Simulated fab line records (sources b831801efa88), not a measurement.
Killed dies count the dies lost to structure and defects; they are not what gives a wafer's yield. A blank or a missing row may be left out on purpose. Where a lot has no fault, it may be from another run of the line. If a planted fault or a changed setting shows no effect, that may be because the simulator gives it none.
fab line records    flow sky130
record lots=12  wafers=36  last_day=50
route steps=708 shown LDD_HVN@276 POLY_CUT@318 SD_N@348
lots with no fault: from the same line, run without faults
start_h: the number of hours between the record's first day and the start of the first shown wafer of the lot    wait_h: hours elapsed since this lot's preceding step    " identical to the entry in the row above    L1.1+2: one row covering several wafers at once    - value missing, or start not given    * or withheld: withheld    < > ~ a bound
route shown NAME@n: a module of which the file shows steps, and the number in the route of the first    usual: mean and standard deviation over wafers with no fault    same: alike in all rows    chamber/n: place in a boat    sites: per-site readings    _std_site: how widely they spread, as a standard deviation    _edge_site: inner sites' mean taken away from outer sites' mean    radius_mm: for every site, how far away it sits from the centre of the wafer    mask NAME#n: copy n    behind: the most recent tool/chamber to have shaped the wafer    hold: what put the lot on hold/how long, in hours/how the hold closed    device: transistor that didn't switch, given as n, p or np    end of line: tests run on the same wafers once the route is complete    step lacking rows: just its recipe    killed: dies that structure and defects cost at the first sort, which is not the same as the wafer's yield    map: dies across one wafer; x = killed, . = not, _ = none there
set.NAME: the run value of the setting; set.NAME@STEP: its run value at that earlier step    model.NAME: the simulator's own value behind a step, which no gauge read
route steps across a sampled set of lots; one table per step, one row per wafer
services: from which hour (start_h, from the record's first day; less than 0 if before it) a tool's chamber was out of use, for how many hours, and why
## steps
# step SKY_LDD_HVN_STRIP_09
# recipe chemistry=O2/N2  power_w=1400  pressure_mtorr=1500  platen_temp_c=withheld  o2_flow_sccm=3000  n2_flow_sccm=300  overash_fraction=0.5
# usual drypump_motor_current_A=5.5/0.4  oes_product_au=0.408/0.0047  strip_time_to_endpoint_s=4.127/0.015
lot.wafer  tool             chamber  start_h  wait_h  drypump_motor_current_A  oes_product_au  rf_hours_counter_h  strip_time_to_endpoint_s
L839.2     plasma_asher-01  0        470.91   0.1     4.8                      0.419           4                   4.133
L839.3     "                0        "        "       4.8                      0.409           -                   4.123
L839.6     "                1        "        "       5.4                      0.415           -                   4.144
L841.1     plasma_asher-01  0        485.25   0.1     4.8                      0.410           6                   4.143
L841.3     "                1        "        "       5.4                      0.401           -                   4.113
L841.4     "                0        "        "       4.8                      0.408           -                   4.113
L844.2     plasma_asher-02  1        512.05   0.1     5.7                      0.404           38                  4.110
L844.4     "                1        "        "       5.7                      0.406           -                   4.113
L844.6     "                1        "        "       5.7                      0.406           -                   4.096
L847.1     plasma_asher-03  0        533.55   0.2     6.0                      0.407           84                  4.112
L847.3     "                1        "        "       5.8                      0.403           -                   4.123
L847.5     "                0        "        "       6.0                      0.414           -                   4.116
L848.1     plasma_asher-01  0        547.46   0.1     4.8                      0.417           13                  4.134
L848.2     "                1        "        "       5.5                      0.406           13                  4.128
L848.3     "                0        "        "       4.8                      0.413           -                   4.144
L850.2     plasma_asher-02  0        569.83   0.1     5.5                      0.403           43                  4.093
L850.5     "                1        "        "       5.8                      0.412           -                   4.120
L850.6     "                0        "        "       5.6                      0.408           -                   4.122
L856.2     plasma_asher-03  0        614.30   0.1     6.0                      0.413           92                  4.135
L856.4     "                1        "        "       5.9                      0.407           -                   4.142
L856.5     "                0        "        "       6.0                      0.409           -                   4.158
L857.1     plasma_asher-02  0        623.18   0.1     5.6                      0.410           49                  4.123
L857.4     "                0        "        "       5.6                      0.408           -                   4.128
L857.6     "                1        "        "       5.7                      0.410           -                   4.108
L858.1     plasma_asher-03  0        626.96   0.1     6.0                      0.414           93                  4.104
L858.5     "                0        "        "       6.0                      0.409           -                   4.109
L858.6     "                1        "        "       5.9                      0.416           -                   4.123
L859.1     plasma_asher-03  0        641.80   0.1     6.0                      0.408           94                  4.130
L859.2     "                1        "        "       5.9                      0.408           94                  4.130
L859.6     "                1        "        "       5.9                      0.415           -                   4.129
L861.2     plasma_asher-02  0        648.51   0.1     5.6                      0.405           53                  4.136
L861.3     "                0        "        "       5.5                      0.403           -                   4.139
L861.4     "                1        "        "       5.7                      0.409           -                   4.125
L862.2     plasma_asher-01  1        653.26   0.1     5.4                      0.410           24                  4.115
L862.3     "                1        "        "       5.4                      0.407           -                   4.124
L862.4     "                0        "        "       4.8                      0.410           -                   4.138
# step SKY_POLY_CUT_ETCH_11
# recipe target=Si3N4  chemistry=CF4/CH2F2/Ar  stop_on=poly-Si  source_w=600  bias_w=150  pressure_mtorr=40  cf4_flow_sccm=40  ch2f2_flow_sccm=20  Ar_flow_sccm=150  time_s=42.5  target_depth_a=600
# usual cf4_flow_sccm=39.99/0.12  drypump_motor_current_A=5.9/0.48  oes_product_au=0.830/0.0059  rf_fwd_power_W=594.0/2.7  throttle_valve_pct=14.995/0.0088
lot.wafer  tool         chamber  start_h  wait_h  cf4_flow_sccm  drypump_motor_current_A  oes_product_au  rf_fwd_power_W  rf_hours_counter_h  throttle_valve_pct
L839.2     rie_diel-03  3        564.61   0.0     39.97          5.9                      0.830           594.7           6                   15.001
L839.3     "            1        "        "       39.99          5.4                      0.832           587.8           78                  14.992
L839.6     "            3        "        "       39.99          5.9                      0.837           596.8           -                   15.002
L841.1     rie_diel-03  0        578.57   0.0     40.09          6.2                      0.824           591.2           9                   14.983
L841.3     "            2        "        "       40.09          5.1                      0.836           595.5           8                   14.995
L841.4     "            1        "        "       39.93          5.4                      0.830           589.2           78                  15.004
L844.2     rie_diel-04  3        604.66   0.0     40.15          6.1                      0.830           592.9           21                  15.002
L844.4     "            0        "        "       40.03          6.4                      0.825           594.5           9                   15.001
L844.6     "            1        "        "       39.83          6.6                      0.837           595.5           -                   14.984
L847.1     rie_diel-02  0        624.62   0.0     40.16          6.4                      0.829           594.3           11                  15.008
L847.3     "            2        "        "       39.86          5.4                      0.832           597.7           3                   14.991
L847.5     "            1        "        "       40.08          6.0                      0.836           595.1           -                   15.003
L848.1     rie_diel-04  0        638.67   0.0     40.01          6.4                      0.829           593.7           10                  14.989
L848.2     "            1        "        "       40.02          6.6                      0.833           591.8           36                  15.005
L848.3     "            3        "        "       39.92          6.0                      0.830           597.2           22                  15.006
L850.2     rie_diel-03  1        662.37   0.0     39.93          5.4                      0.841           589.7           2                   14.998
L850.5     "            1        "        "       40.02          5.4                      0.830           586.9           -                   14.995
L850.6     "            0        "        "       40.20          6.2                      0.825           591.7           -                   15.009
L856.2     rie_diel-04  2        702.87   0.0     39.92          5.5                      0.822           595.2           3                   14.991
L856.4     "            3        "        "       39.95          6.0                      0.826           594.5           23                  15.005
L856.5     "            2        "        "       39.91          5.5                      0.822           596.6           -                   15.011
L857.1     rie_diel-02  1        709.97   0.0     40.02          6.1                      0.827           593.0           11                  14.997
L857.4     "            0        "        "       39.95          6.3                      0.831           591.8           13                  14.974
L857.6     "            2        "        "       39.84          5.4                      0.823           595.3           -                   14.997
L858.1     rie_diel-04  3        713.16   0.0     39.81          6.0                      0.818           596.1           23                  14.986
L858.5     "            1        "        "       39.97          6.6                      0.825           596.5           -                   14.986
L858.6     "            0        "        "       39.79          6.4                      0.820           592.7           -                   14.989
L859.1     rie_diel-02  0        729.06   0.0     40.16          6.4                      0.832           596.6           13                  14.980
L859.2     "            3        "        "       40.12          6.4                      0.822           592.9           7                   14.980
L859.6     "            3        "        "       40.09          6.4                      0.827           593.7           -                   14.995
L861.2     rie_diel-02  1        734.36   0.0     39.79          6.1                      0.835           592.4           11                  14.996
L861.3     "            2        "        "       39.94          5.4                      0.832           594.3           6                   14.981
L861.4     "            3        "        "       39.86          6.4                      0.829           594.5           7                   14.992
L862.2     rie_diel-03  0        740.86   0.0     39.67          6.1                      0.832           590.4           14                  15.003
L862.3     "            2        "        "       39.98          5.0                      0.835           596.2           12                  15.008
L862.4     "            3        "        "       40.05          5.9                      0.838           594.9           10                  14.983
# step SKY_SD_N_DEVELOP_06
# recipe resist=NOVOLAK  developer=TMAH  develop_time_s=60  dev_temp_c=23
lot.wafer   tool            chamber  start_h  wait_h
L839.2+3+6  litho_track-02  0        652.19   0.1
L841.1+3+4  litho_track-03  0        665.42   0.1
L844.2+4+6  litho_track-03  0        690.44   0.1
L847.1+3+5  litho_track-03  0        710.22   0.1
L848.1+2+3  litho_track-03  0        722.27   0.1
L850.2+5+6  litho_track-04  0        746.57   0.1
L856.2+4+5  litho_track-03  0        785.34   0.1
L857.1+4+6  litho_track-04  0        792.60   0.1
L858.1+5+6  litho_track-02  0        794.96   0.1
L859.1+2+6  litho_track-04  0        809.00   0.1
L861.2+3+4  litho_track-02  0        814.74   0.1
L862.2+3+4  litho_track-02  0        821.44   0.1
# step SKY_SD_N_CD_MEAS_07
# recipe target_cd_nm=380
# usual cd_nm=380.3/2.8
lot.wafer  tool       chamber  start_h  wait_h  cd_nm
L839.2     cd_sem-01  -        652.33   0.1     377.8
L839.3     "          -        "        "       380.6
L839.6     "          -        "        "       379.2
L841.1     cd_sem-02  -        665.57   0.1     379.8
L841.3     "          -        "        "       379.4
L841.4     "          -        "        "       379.7
L844.2     cd_sem-02  -        690.59   0.1     386.5
L844.4     "          -        "        "       387.6
L844.6     "          -        "        "       385.3
L847.1     cd_sem-02  -        710.37   0.1     395.4
L847.3     "          -        "        "       382.1
L847.5     "          -        "        "       381.3
L848.1     cd_sem-02  -        722.42   0.1     395.4
L848.2     "          -        "        "       384.2
L848.3     "          -        "        "       385.0
L850.2     cd_sem-02  -        746.81   0.2     379.2
L850.5     "          -        "        "       380.2
L850.6     "          -        "        "       378.3
L856.2     cd_sem-01  -        785.49   0.1     380.3
L856.4     "          -        "        "       379.7
L856.5     "          -        "        "       377.7
L857.1     cd_sem-01  -        792.75   0.1     381.9
L857.4     "          -        "        "       380.7
L857.6     "          -        "        "       382.8
L858.1     cd_sem-02  -        795.11   0.1     376.1
L858.5     "          -        "        "       379.3
L858.6     "          -        "        "       377.6
L859.1     cd_sem-01  -        809.15   0.1     379.6
L859.2     "          -        "        "       381.3
L859.6     "          -        "        "       382.5
L861.2     cd_sem-02  -        814.88   0.1     375.1
L861.3     "          -        "        "       376.7
L861.4     "          -        "        "       378.5
L862.2     cd_sem-02  -        821.58   0.1     381.1
L862.3     "          -        "        "       382.5
L862.4     "          -        "        "       381.6
# step SKY_SD_N_OVL_MEAS_08
# usual SD_N_OVL=-0.8/1.7
lot.wafer  tool        chamber  start_h  wait_h  SD_N_OVL[nm]
L839.2     overlay-01  -        652.44   0.1     0.5
L839.3     "           -        "        "       0.9
L839.6     "           -        "        "       -0.6
L841.1     overlay-02  -        665.69   0.1     -0.2
L841.3     "           -        "        "       0.8
L841.4     "           -        "        "       1.2
L844.2     overlay-02  -        690.70   0.1     1.2
L844.4     "           -        "        "       2.3
L844.6     "           -        "        "       3.7
L847.1     overlay-02  -        710.49   0.1     -2.2
L847.3     "           -        "        "       -0.5
L847.5     "           -        "        "       -3.0
L848.1     overlay-01  -        722.54   0.1     3.8
L848.2     "           -        "        "       0.3
L848.3     "           -        "        "       0.5
L850.2     overlay-02  -        746.91   0.1     -4.0
L850.5     "           -        "        "       -1.9
L850.6     "           -        "        "       -1.5
L856.2     overlay-02  -        785.60   0.1     -1.5
L856.4     "           -        "        "       -2.7
L856.5     "           -        "        "       -1.6
L857.1     overlay-02  -        792.87   0.1     0.0
L857.4     "           -        "        "       -0.2
L857.6     "           -        "        "       -0.9
L858.1     overlay-02  -        795.23   0.1     -0.3
L858.5     "           -        "        "       -0.3
L858.6     "           -        "        "       -1.1
L859.1     overlay-01  -        809.27   0.1     0.0
L859.2     "           -        "        "       0.2
L859.6     "           -        "        "       -0.5
L861.2     overlay-01  -        814.99   0.1     -1.9
L861.3     "           -        "        "       -5.5
L861.4     "           -        "        "       -3.0
L862.2     overlay-02  -        821.69   0.1     -0.8
L862.3     "           -        "        "       -0.6
L862.4     "           -        "        "       -0.6
## services
tool             chamber  start_h  hours  kind
plasma_asher-01  -        448.93   1.8    repair
rie_diel-03      0        460.95   1.3    repair
plasma_asher-02  -        467.49   22.7   repair
rie_diel-02      1        471.81   4.6    repair
plasma_asher-02  -        498.23   4.5    repair
rie_diel-03      -        518.53   0.3    repair
rie_diel-03      0        539.54   5.4    repair
rie_diel-03      1        539.55   1.6    repair
rie_diel-03      -        552.41   1.6    repair
rie_diel-03      0        559.48   4.6    repair
rie_diel-02      3        562.01   8.5    repair
rie_diel-03      0        566.26   7.1    repair
rie_diel-02      0        574.69   6.0    repair
plasma_asher-01  -        574.82   5.5    repair
plasma_asher-02  -        581.29   1.3    repair
rie_diel-04      0        582.62   11.8   repair
rie_diel-02      0        592.20   9.1    repair
rie_diel-02      -        602.65   0.3    repair
rie_diel-03      0        607.34   20.7   repair
rie_diel-02      1        618.39   5.6    repair
rie_diel-03      3        622.40   14.3   repair
rie_diel-03      1        626.73   4.7    repair
rie_diel-02      1        631.74   13.9   repair
rie_diel-02      1        650.14   2.4    repair
## key
first_sign step=SKY_SD_N_CD_MEAS_07  reading=cd_nm  direction=up  sigmas=5.4  usual=380.3  struck=395.4
effect none on later readings
met_at SKY_SD_N_DEVELOP_06
struck_lots L847,L848
struck_wafers L847.1,L848.1
tester_left_out L847,L848
not_acting_at SKY_LDD_HVN_STRIP_09,SKY_POLY_CUT_ETCH_11,SKY_SD_N_OVL_MEAS_08
onset_between 690.44 710.22
fault kind=process_parameter_drift  tool=litho_track-03  chamber=-  onset_h=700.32  steps=SKY_SD_N_DEVELOP_06  channel=develop_time_s  offset=*  shape=step  end_h=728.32  scope=struck_wafers_only  acts_in=*  stated=*
# tester_left_out: of these lots the tester's yield and bins aren't shown, on N5 and GAA mostly nor the transistor test; their killed dies are dies lost to structure and defects alone, not to doping, threshold or leakage, so they don't give the yield
